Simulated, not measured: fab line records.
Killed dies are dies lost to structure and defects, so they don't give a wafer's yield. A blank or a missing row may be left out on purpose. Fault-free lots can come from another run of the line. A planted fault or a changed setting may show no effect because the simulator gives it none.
Chamber matching    flow sky130    SKY_SONOS_ONO_WET_ETCH_18 on wetBench-01: 3 sister chambers
The step etches Si3N4 in H3PO4, target depth 15 nm, time 172 s. 3 wafers are shown with their chamber, then 4 later ones without.

## WAFERS WITH THEIR CHAMBER
wafer   chamber  bathHeatDutyPct (%)
L676.4  1        22.2
L691.6  3        28.1
L692.5  2        26.6

## WAFERS WITHOUT THEIR CHAMBER
wafer   bathHeatDutyPct (%)
L692.6  26.4
L694.2  23.2
L694.5  22.9
L694.6  24.1

## WHICH CHAMBER EACH WENT THROUGH
wafer   from the rows above           in truth
L692.6  can't be placed: 2 or 3       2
L694.2  1                             1
L694.5  1                             1
L694.6  can't be placed: 1 or 2 or 3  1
Correct placement for 2 of the 4. Cannot be placed on the basis of these rows: 2; the candidates contain the true chamber in 2. 0 placed wrongly.
How it was worked out, from the rows above alone: a wafer's distance from a chamber is the root of the sum, over the readings, of the square of ((its reading less the chamber's mean) divided by the reading's scatter). If the next closest chamber is less than 2 further off than the closest, the wafer can't be placed; otherwise it belongs to the closest. A chamber's mean is the mean of its shown wafers. The scatter: root of mean squared gap, hidden wafer to nearest shown wafer, with one shown wafer a chamber.
